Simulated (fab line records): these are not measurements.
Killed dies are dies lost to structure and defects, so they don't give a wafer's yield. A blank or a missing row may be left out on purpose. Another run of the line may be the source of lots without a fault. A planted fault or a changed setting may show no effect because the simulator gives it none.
fab line records    flow sfqLine
record lots=15  wafers=42  lastDay=92
route steps=325 shown I4@174 JJ@182 I7@296
lots with no fault: from the same line, run without faults
startH: hours from the record's first day to the start of the lot's first wafer shown    waitH: hours from the lot's prior step to this one    " identical to the entry in the row above    L1.1+2: a row that stands for several wafers    - no value, or no start was given    * or withheld: withheld    < > ~ a bound
route shown NAME@n: names a module that has steps shown in the file, with the first one's number in the route    usual: the fault-free wafers' mean and standard deviation    same: alike in all rows    chamber/n: place in a boat    sites: readings site by site    _std_site: the values' standard deviation    _edge_site: mean of outer sites minus mean of inner sites    radiusMm: for every site, how far away it sits from the centre of the wafer    mask NAME#n: copy n    behind: the most recent tool/chamber to have shaped the wafer    hold: reason for holding the lot/hours on hold/outcome of the hold    device: whichever transistor did not switch (one of n, p or np)    end of line: tests run on the same wafers once the route is complete    a step without rows: its recipe alone    killed: dies that structure and defects cost at the first sort, which is not the same as the wafer's yield    map: per-die view of a wafer (x killed, . not killed, _ where there is no die)
set.NAME: the setting as run; set.NAME@STEP: as run at that earlier step    model.NAME: the simulator's own value behind a step, which no gauge read
a sample of lots followed through the steps of the route, with each step as a table and each wafer as a row
services: when a tool's chamber went out of use (startH, in hours from the record's first day, below 0 if earlier), for how many hours, and the reason
## steps
# step SFQ_TRILAYER_I4_VIA_BARC_OPEN_VIA_ETCH_146
# recipe maskMaterial=PR  chemistry=O2  targetDepthNm=125  target=BARC  sourceW=500  biasW=80  pressureMtorr=30  timeS=41.7
# usual drypumpMotorCurrentA=5.6/0.46  oesProductAu=0.686/0.0043
lot.wafer  tool        chamber  startH   waitH  drypumpMotorCurrentA  oesProductAu  rfHoursCounterH
L963.1     rieDiel-04  0        1193.23  0.0    5.7                   0.692         3
L963.3     "           2        "        "      5.3                   0.681         10
L963.6     "           2        "        "      5.3                   0.691         -
L964.2     rieDiel-02  3        1195.63  0.0    5.9                   0.691         10
L964.3     "           1        "        "      5.0                   0.692         13
L964.4     "           0        "        "      5.5                   0.688         9
L965.2     rieDiel-02  3        1305.57  0.0    5.9                   0.690         11
L965.3     "           0        "        "      5.5                   0.679         10
L965.5     "           3        "        "      5.8                   0.681         -
L966.3     rieDiel-01  2        1306.77  0.0    6.8                   0.693         6
L966.4     "           3        "        "      5.3                   0.690         6
L966.6     "           2        "        "      6.9                   0.682         -
L967.1     rieDiel-01  1        1310.37  0.0    5.5                   0.681         16
L967.2     "           2        "        "      6.8                   0.687         6
L967.5     "           0        "        "      5.6                   0.681         -
L968.1     rieDiel-04  0        1333.17  0.0    5.7                   0.687         5
L968.2     "           2        "        "      5.3                   0.681         12
L968.6     "           3        "        "      6.0                   0.681         -
L969.1     rieDiel-04  3        1335.57  0.0    6.0                   0.690         9
L969.3     "           1        "        "      5.3                   0.687         2
L969.5     "           0        "        "      5.7                   0.683         -
L970.1     rieDiel-01  3        1455.98  0.0    5.3                   0.687         8
L970.2     "           1        "        "      5.5                   0.690         18
L970.3     "           2        "        "      6.8                   0.689         8
L971.1     rieDiel-01  2        1467.16  0.0    6.8                   0.688         9
L971.3     "           0        "        "      5.6                   0.682         18
L971.4     "           3        "        "      5.3                   0.684         8
L972.3     rieDiel-04  3        1468.36  0.0    6.0                   0.679         12
L972.4     "           2        "        "      5.3                   0.683         14
L972.5     "           0        "        "      5.7                   0.680         -
L973.3     rieDiel-01  1        1477.51  0.0    5.5                   0.684         19
L973.4     "           2        "        "      6.8                   0.684         9
L973.5     "           2        "        "      6.8                   0.677         -
L980.3     rieDiel-02  0        1494.73  0.0    5.5                   0.687         14
L980.4     "           3        "        "      5.9                   0.682         15
L981.3     rieDiel-02  3        1499.53  0.0    5.8                   0.688         15
L981.5     "           1        "        "      5.0                   0.687         -
L982.4     rieDiel-01  0        1504.35  0.0    5.7                   0.687         -
L982.5     "           3        "        "      5.3                   0.689         -
L984.2     rieDiel-04  2        1509.13  0.0    5.3                   0.679         15
L984.3     "           3        "        "      6.1                   0.685         13
L984.4     "           0        "        "      5.7                   0.683         -
# step SFQ_TRILAYER_JJ_TRILAYER_DEP_SPUTTER_112
# recipe material=Nb  basePressurePa=1.33e-06  chamberPressurePa=0.1333  substrateTempC=20  targetThkNm=170  powerW=2000  timeS=113.3
# usual basePressurePa=1.33e-06/1.2e-07  throttleValvePct=29.8/0.72
lot.wafer  tool           chamber  startH   waitH  basePressurePa  throttleValvePct
L963.1     pvdSputter-04  -        1195.28  0.5    1.32e-06        30.6
L963.3     "              -        "        "      1.44e-06        30.3
L963.6     "              -        "        "      1.15e-06        29.6
L964.2     pvdSputter-05  -        1197.68  0.5    1.33e-06        29.5
L964.3     "              -        "        "      1.2e-06         30.2
L964.4     "              -        "        "      1.18e-06        30.3
L965.2     pvdSputter-05  -        1307.62  0.5    1.5e-06         29.5
L965.3     "              -        "        "      1.33e-06        29.5
L965.5     "              -        "        "      1.4e-06         29.8
L966.3     pvdSputter-04  -        1308.82  0.5    1.36e-06        31.3
L966.4     "              -        "        "      1.27e-06        29.4
L966.6     "              -        "        "      1.53e-06        31.1
L967.1     pvdSputter-05  -        1312.42  0.5    1.27e-06        30.1
L967.2     "              -        "        "      1.45e-06        29.7
L967.5     "              -        "        "      1.4e-06         29.9
L968.1     pvdSputter-04  -        1335.22  0.5    1.27e-06        30.9
L968.2     "              -        "        "      1.12e-06        29.2
L968.6     "              -        "        "      1.43e-06        31.2
L969.1     pvdSputter-05  -        1337.62  0.5    1.25e-06        30.3
L969.3     "              -        "        "      1.31e-06        29.8
L969.5     "              -        "        "      1.65e-06        29.0
L970.1     pvdSputter-03  -        1458.03  0.5    1.28e-06        29.8
L970.2     "              -        "        "      1.34e-06        30.4
L970.3     "              -        "        "      1.39e-06        29.2
L971.1     pvdSputter-03  -        1469.41  0.5    1.29e-06        29.9
L971.3     "              -        "        "      1.67e-06        30.8
L971.4     "              -        "        "      1.31e-06        29.7
L972.3     pvdSputter-05  -        1470.41  0.5    1.4e-06         30.0
L972.4     "              -        "        "      1.35e-06        30.3
L972.5     "              -        "        "      1.31e-06        29.1
L973.3     pvdSputter-03  -        1479.57  0.5    1.27e-06        29.8
L973.4     "              -        "        "      1.29e-06        29.2
L973.5     "              -        "        "      1.32e-06        29.4
L980.3     pvdSputter-03  -        1496.80  0.5    1.29e-06        30.8
L980.4     "              -        "        "      1.44e-06        29.3
L981.3     pvdSputter-03  -        1501.58  0.5    1.32e-06        30.5
L981.5     "              -        "        "      1.4e-06         29.7
L982.4     pvdSputter-03  -        1506.38  0.5    1.38e-06        29.7
L982.5     "              -        "        "      1.27e-06        30.7
L984.2     pvdSputter-05  -        1511.18  0.5    1.41e-06        29.3
L984.3     "              -        "        "      1.52e-06        29.9
L984.4     "              -        "        "      1.29e-06        29.6
# step SFQ_JJ_RS_MEAS_929
# recipe thkMeasGauge=four-point-probe  reads=Nb_of_TRILAYER_JJ_TRILAYER_DEP_SPUTTER_112
# usual JJ_NB_RS=1.052/0.011
lot.wafer  tool          chamber  startH   waitH  JJ_NB_RS[ohm/sq]
L963.1     filmMetro-01  -        1195.36  0.0    1.059
L963.3     "             -        "        "      1.062
L963.6     "             -        "        "      1.051
L964.2     filmMetro-03  -        1197.78  0.1    1.064
L964.3     "             -        "        "      1.065
L964.4     "             -        "        "      1.073
L965.2     filmMetro-01  -        1307.72  0.1    1.065
L965.3     "             -        "        "      1.068
L965.5     "             -        "        "      1.070
L966.3     filmMetro-04  -        1308.94  0.1    1.039
L966.4     "             -        "        "      1.052
L966.6     "             -        "        "      1.059
L967.1     filmMetro-01  -        1312.50  0.0    1.066
L967.2     "             -        "        "      1.062
L967.5     "             -        "        "      1.054
L968.1     filmMetro-04  -        1335.30  0.0    1.043
L968.2     "             -        "        "      1.050
L968.6     "             -        "        "      1.035
L969.1     filmMetro-01  -        1337.70  0.0    1.059
L969.3     "             -        "        "      1.044
L969.5     "             -        "        "      1.058
L970.1     filmMetro-03  -        1458.11  0.0    1.041
L970.2     "             -        "        "      1.058
L970.3     "             -        "        "      1.036
L971.1     filmMetro-01  -        1469.49  0.0    1.040
L971.3     "             -        "        "      1.056
L971.4     "             -        "        "      1.053
L972.3     filmMetro-03  -        1470.53  0.1    1.044
L972.4     "             -        "        "      1.068
L972.5     "             -        "        "      1.049
L973.3     filmMetro-01  -        1479.70  0.1    1.049
L973.4     "             -        "        "      1.047
L973.5     "             -        "        "      1.050
L980.3     filmMetro-01  -        1496.92  0.1    0.574
L980.4     "             -        "        "      1.038
L981.3     filmMetro-04  -        1501.70  0.1    0.577
L981.5     "             -        "        "      0.572
L982.4     filmMetro-01  -        1506.52  0.1    1.052
L982.5     "             -        "        "      0.577
L984.2     filmMetro-01  -        1511.28  0.1    1.043
L984.3     "             -        "        "      1.073
L984.4     "             -        "        "      1.041
# step SFQ_TRILAYER_I7_DEP_PECVD_183
# recipe material=SiO2  tempC=150  timeS=111.11  pressureTorr=2.4  rfW=183.3  precursor=SiH4/N2O  targetThkNm=500
# usual heaterPowerW=82/17  throttleValvePct=24.0/1.4
lot.wafer  tool      chamber  startH   waitH  heaterPowerW  throttleValvePct
L963.1     pecvd-04  1        1601.30  0.0    61            25.4
L963.3     "         0        "        "      65            25.2
L963.6     "         1        "        "      63            25.1
L964.2     pecvd-04  2        1649.27  0.0    72            23.5
L964.3     "         1        "        "      60            25.3
L964.4     "         2        "        "      78            23.4
L965.2     pecvd-04  2        1806.33  0.0    71            23.7
L965.3     "         0        "        "      60            24.9
L965.5     "         2        "        "      75            23.5
L966.3     pecvd-03  2        1807.65  0.0    84            24.2
L966.4     "         2        "        "      85            24.1
L966.6     "         0        "        "      98            21.7
L967.1     pecvd-02  1        1808.85  0.0    86            24.5
L967.2     "         0        "        "      60            24.8
L967.5     "         2        "        "      76            25.8
L968.1     pecvd-04  0        1821.84  0.0    73            24.9
L968.2     "         1        "        "      58            25.5
L968.6     "         2        "        "      72            23.6
L969.1     pecvd-03  0        1826.72  0.0    110           21.7
L969.3     "         2        "        "      86            24.0
L969.5     "         0        "        "      116           21.5
L970.1     pecvd-03  2        1829.04  0.0    81            24.0
L970.2     "         1        "        "      105           23.5
L970.3     "         0        "        "      107           21.7
L971.1     pecvd-03  2        1833.86  0.0    90            24.2
L971.3     "         2        "        "      73            24.0
L971.4     "         0        "        "      93            21.8
L972.3     pecvd-02  1        1839.85  0.0    81            24.2
L972.4     "         2        "        "      81            26.1
L972.5     "         1        "        "      82            24.3
L973.3     pecvd-04  1        1842.75  0.0    70            25.4
L973.4     "         0        "        "      70            24.9
L973.5     "         2        "        "      77            23.4
L980.3     pecvd-04  2        2100.70  0.0    73            22.7
L980.4     "         0        "        "      63            22.5
L981.3     pecvd-03  0        2101.90  0.0    103           22.2
L981.5     "         1        "        "      93            24.1
L982.4     pecvd-04  2        2125.73  0.0    84            23.2
L982.5     "         0        "        "      70            22.7
L984.2     pecvd-04  1        2193.80  0.0    68            23.7
L984.3     "         0        "        "      72            23.0
L984.4     "         1        "        "      54            23.9
# step SFQ_I7_OVL_MEAS_947
# usual I7_OVL=1/4.8
lot.wafer  tool        chamber  startH   waitH  I7_OVL[nm]
L963.1     overlay-01  -        1719.75  0.1    3
L963.3     "           -        "        "      3
L963.6     "           -        "        "      -11
L964.2     overlay-02  -        1729.46  0.1    8
L964.3     "           -        "        "      -1
L964.4     "           -        "        "      6
L965.2     overlay-01  -        1813.10  0.1    -3
L965.3     "           -        "        "      -5
L965.5     "           -        "        "      -4
L966.3     overlay-02  -        1815.99  0.1    -7
L966.4     "           -        "        "      3
L966.6     "           -        "        "      12
L967.1     overlay-02  -        1818.97  0.1    3
L967.2     "           -        "        "      6
L967.5     "           -        "        "      7
L968.1     overlay-02  -        1829.24  0.1    3
L968.2     "           -        "        "      1
L968.6     "           -        "        "      2
L969.1     overlay-02  -        1834.07  0.1    3
L969.3     "           -        "        "      -1
L969.5     "           -        "        "      -3
L970.1     overlay-01  -        1836.36  0.1    14
L970.2     "           -        "        "      3
L970.3     "           -        "        "      10
L971.1     overlay-01  -        1840.55  0.1    6
L971.3     "           -        "        "      1
L971.4     "           -        "        "      3
L972.3     overlay-01  -        1847.26  0.1    -8
L972.4     "           -        "        "      1
L972.5     "           -        "        "      -1
L973.3     overlay-01  -        1849.66  0.1    1
L973.4     "           -        "        "      -8
L973.5     "           -        "        "      0
L980.3     overlay-02  -        2107.36  0.1    1
L980.4     "           -        "        "      1
L981.3     overlay-02  -        2109.04  0.1    4
L981.5     "           -        "        "      4
L982.4     overlay-02  -        2132.76  0.1    -1
L982.5     "           -        "        "      6
L984.2     overlay-02  -        2200.45  0.1    1
L984.3     "           -        "        "      4
L984.4     "           -        "        "      -1
## services
tool           chamber  startH   hours  kind
pecvd-04       0        1198.83  14.0   repair
rieDiel-01     2        1251.82  4.4    repair
pecvd-04       -        1295.62  0.5    repair
rieDiel-01     2        1299.61  5.5    repair
rieDiel-01     2        1312.01  21.1   repair
pvdSputter-05  -        1361.73  1.2    repair
pvdSputter-05  -        1366.05  3.1    repair
rieDiel-01     0        1370.58  7.2    repair
rieDiel-01     -        1394.77  10.0   pm
rieDiel-01     2        1494.38  30.4   repair
pecvd-04       -        1591.50  2.8    pm
pecvd-04       0        1705.19  6.8    repair
pecvd-04       -        1828.98  6.0    pm
pvdSputter-05  -        1932.50  2.4    repair
pecvd-04       1        1935.29  16.6   repair
pvdSputter-05  -        2038.45  1.3    repair
pecvd-04       -        2039.35  0.6    repair
pecvd-04       -        2055.75  14.0   pm
pecvd-04       0        2058.10  4.0    repair
pvdSputter-05  -        2083.64  3.4    repair
pecvd-04       -        2142.37  0.4    repair
pecvd-04       1        2158.48  4.7    repair
pecvd-04       0        2168.65  5.9    repair
pecvd-04       1        2172.84  16.6   repair
## key
firstSign step=SFQ_JJ_RS_MEAS_929  reading=JJ_NB_RS  direction=down  sigmas=45  usual=1.052  struck=0.575
effect none on later readings
metAt SFQ_TRILAYER_JJ_TRILAYER_DEP_SPUTTER_112
struckLots L980,L981,L982
struckWafers L980.3,L981.3,L981.5,L982.5
notActingAt SFQ_TRILAYER_I4_VIA_BARC_OPEN_VIA_ETCH_146,SFQ_TRILAYER_I7_DEP_PECVD_183,SFQ_I7_OVL_MEAS_947
onsetBetween 1479.57 1496.80
fault kind=processParameterDrift  tool=pvdSputter-03  chamber=-  onsetH=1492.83  steps=SFQ_TRILAYER_JJ_TRILAYER_DEP_SPUTTER_112  channel=targetThkNm  offset=140.41  shape=step  endH=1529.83  scope=struckWafersOnly  actsIn=theseRecipesOnly  stated=170
